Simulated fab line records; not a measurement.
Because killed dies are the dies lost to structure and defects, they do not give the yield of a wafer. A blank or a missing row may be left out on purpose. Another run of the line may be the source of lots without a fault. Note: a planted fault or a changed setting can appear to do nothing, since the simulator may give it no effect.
A struck lot beside a sound one || flow sfq line || 25 out of 325 route steps
Sound: wafers L556.2, L556.4, L556.6. Struck: wafer L545.4 (left out: L545.6, a lot-mate that was not struck); the cause follows at the end.
Order at every step that has rows: each side's tool, ch and its chambers, its first start. Under that, the readings that differ: sound wafers || struck wafers || difference of the means || sigmas: that difference in standard deviations of wafers without a fault.
alike: a reading whose means differ by less than 2 such deviations, as well as words and numbers matching on both sides. not compared: withheld readings; readings where some wafer has no value; bounds like >300 that might hide an equal value; numbers whose values overlap and for which the record gives no deviation.
A row with sigmas, a row that says differs or no value, or rows on one side alone: a step with any of these is where the two part. Non-overlapping numbers with no deviation appear without sigmas and do not part them. Lack of a reading on every wafer of one side parts them only where that side has two or more wafers.

first, 6 steps without rows for these wafers: SFQ_TRILAYER_M7_LITHO_COAT_182 (resist thk 62 nm); SFQ_TRILAYER_M7_LITHO_COAT_177 (resist thk 600 nm); SFQ_TRILAYER_M7_LITHO_SOFTBAKE_181; SFQ_TRILAYER_M7_LITHO_EXPOSE_178 (exposes mask M7, target cd 500 nm); SFQ_TRILAYER_M7_LITHO_PEB_180 (peb time 60 s); SFQ_TRILAYER_M7_LITHO_DEVELOP_179 (time 60 s).
SFQ_M7_OVL_MEAS_945:
  sound on overlay-02, day 88 12:55; struck on overlay-02, day 77 04:04
  alike: M7_OVL
then, 1 step without rows for these wafers: SFQ_TRILAYER_M7_BARC_OPEN_METAL_ETCH_229 (etches BARC in O2, target depth 125 nm, time 41.7 s).
SFQ_TRILAYER_M7_ETCH_METAL_ETCH_180: etches Nb in Cl2/Ar, stops on SiO2, target depth 240 nm, time 120 s.
  sound on rie metal-01 ch 0,1, day 88 13:00; struck on rie metal-02 ch 0, day 77 04:11
  alike: drypump motor current A, oes product au
  not compared: rf hours counter h
SFQ_TRILAYER_M7_STRIP_STRIP_181: strips in O2.
  sound on rie metal-01 ch 0,1, day 88 13:08; struck on rie metal-02 ch 0, day 77 04:28
  alike: drypump motor current A, oes product au
  not compared: rf hours counter h
then, 1 step without rows for these wafers: SFQ_TRILAYER_M7_STRIP_SOLV_CLEAN_182 (cleans in NMP, time 600 s).
SFQ_TRILAYER_I7_DEP_PECVD_183: deposits SiO2 from SiH4/N2O, time 111.11 s, target thk 500 nm.
  sound on pecvd-03 ch 0,1,2, day 88 13:54; struck on pecvd-03 ch 2, day 77 05:05
  alike: heater power outer w, heater power w, showerhead vpp V, throttle valve pct
SFQ_TRILAYER_I7_CMP_CMP_184: polishes SiO2.
  sound on cmp-01 ch 0,1,3, day 88 14:28; struck on cmp-01 ch 0, day 77 05:47
{"reading": "model.SiO2_of_TRILAYER_I7_DEP_PECVD_183.thk nm (nm)", "sound": "201.2 198.3 198.8", "struck": 220.9, "difference": "+21.5", "sigmas": ""}
  alike: edge zone pressure frac, motor current A, time to endpoint s
SFQ_I7_BOW_MEAS_946:
  sound on film metro-03, day 88 17:29; struck on film metro-01, day 77 10:10
  not compared: hold, I7_BOW
SFQ_TRILAYER_I7_METRO_MEASURE_185:
  sound on film metro-03, day 88 17:47; struck on film metro-02, day 77 15:26
{"reading": "hold", "sound": "- - -", "struck": "await dispo/4.6h/release", "difference": "no value on the sound wafers", "sigmas": ""}
{"reading": "thk nm (nm)", "sound": "201.3 198.4 198.7", "struck": 221.1, "difference": "+21.6", "sigmas": "+18"}
then, 6 steps without rows for these wafers: SFQ_TRILAYER_I7_VIA_LITHO_COAT_192 (resist thk 62 nm); SFQ_TRILAYER_I7_VIA_LITHO_COAT_187 (resist thk 650 nm); SFQ_TRILAYER_I7_VIA_LITHO_SOFTBAKE_191; SFQ_TRILAYER_I7_VIA_LITHO_EXPOSE_188 (exposes mask I7, target cd 1000 nm); SFQ_TRILAYER_I7_VIA_LITHO_PEB_190 (peb time 60 s); SFQ_TRILAYER_I7_VIA_LITHO_DEVELOP_189 (time 60 s).
SFQ_I7_OVL_MEAS_947:
  sound on overlay-02, day 88 21:02; struck on overlay-01, day 77 19:01
{"reading": "I7_OVL (nm)", "sound": "-6 -4 -2", "struck": 14, "difference": "+18", "sigmas": "+4"}
SFQ_TRILAYER_I7_VIA_BARC_OPEN_VIA_ETCH_260: etches BARC in O2, target depth 125 nm, time 41.7 s.
  sound on rie diel-04 ch 0,1,3, day 88 21:04; struck on rie diel-02 ch 0, day 77 19:01
  alike: drypump motor current A, oes product au
  not compared: rf hours counter h
SFQ_TRILAYER_I7_VIA_ETCH_VIA_ETCH_190: etches SiO2 in CHF3, stops on Nb, target depth 260 nm.
  sound on rie diel-04 ch 0,1,3, day 88 21:06; struck on rie diel-02 ch 0, day 77 19:04
{"reading": "oes product au (a.u.)", "sound": "0.858 0.851 0.854", "struck": 0.894, "difference": "+0.040", "sigmas": "+8"}
{"reading": "model.I7.feature depth nm (nm)", "sound": "201.2 198.3 198.8", "struck": 220.9, "difference": "+21.5", "sigmas": ""}
{"reading": "model.etch.depth nm (nm)", "sound": "201.2 198.3 198.8", "struck": 220.9, "difference": "+21.5", "sigmas": ""}
  alike: drypump motor current A
SFQ_TRILAYER_I7_VIA_STRIP_STRIP_191: strips in O2.
  sound on rie metal-03 ch 0,1, day 88 21:13; struck on rie metal-04 ch 0, day 77 19:58
  alike: drypump motor current A, oes product au
  not compared: rf hours counter h

## WHERE THEY PART
At SFQ_TRILAYER_I7_METRO_MEASURE_185 first; at SFQ_TRILAYER_I7_VIA_ETCH_VIA_ETCH_190 last (within this record only). Later steps at which nothing parts them and some readings are alike: SFQ_TRILAYER_I7_VIA_STRIP_STRIP_191.

WHY: the cause the simulator had injected
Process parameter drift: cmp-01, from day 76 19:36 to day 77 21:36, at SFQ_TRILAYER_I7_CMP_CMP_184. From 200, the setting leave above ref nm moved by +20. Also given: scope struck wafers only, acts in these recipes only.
